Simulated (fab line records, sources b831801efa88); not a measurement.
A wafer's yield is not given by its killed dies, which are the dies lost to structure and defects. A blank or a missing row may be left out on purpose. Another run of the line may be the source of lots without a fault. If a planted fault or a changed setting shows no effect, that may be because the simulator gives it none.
Matching of chambers    flow gf180mcu    cmp-02 running GF_V3_CMP_04: 4 sister chambers
The step polishes SiO2. 8 wafers are shown with their chamber, then 6 later ones without.

## EACH WAFER AND ITS CHAMBER
wafer   chamber  time_to_endpoint_s (s)  motor_current_A (A)
L378.3  1        81                      12.7
L378.6  2        90                      13.1
L391.2  1        70                      14.1
L391.3  3        73                      13.1
L391.4  0        75                      12.8
L396.3  3        76                      12.3
L396.4  0        78                      13.3
L396.5  2        87                      12.5

## WAFERS WITHOUT THEIR CHAMBER
wafer   time_to_endpoint_s (s)  motor_current_A (A)
L398.2  74                      13.2
L398.4  80                      12.8
L398.6  81                      12.9
L399.2  79                      13.0
L399.3  80                      12.4
L399.6  89                      12.8

## THE CHAMBER EACH PASSED THROUGH
wafer   from the rows above                in truth
L398.2  can't be placed: 1 or 0 or 3       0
L398.4  can't be placed: 0 or 3 or 1 or 2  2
L398.6  can't be placed: 0 or 1 or 3 or 2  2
L399.2  can't be placed: 0 or 1 or 3 or 2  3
L399.3  can't be placed: 0 or 3 or 1 or 2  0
L399.6  2                                  2
1 of 6 placed correctly. From these rows, 5 cannot be placed; in 5 the true chamber is one of the candidates. 0 placed wrongly.
How it was worked out, from the rows above alone: a wafer's distance from a chamber is the root of the sum, over the readings, of the square of ((its reading less the chamber's mean) divided by the reading's scatter). The wafer belongs to the nearest chamber; if the next one is less than 2 further off, it can't be placed. For every chamber, the mean is computed from those of its wafers that are shown. How the scatter is found: for the shown wafers, subtract from each reading the mean of its chamber, square and add these, divide the total by (wafers less chambers), then take the root.
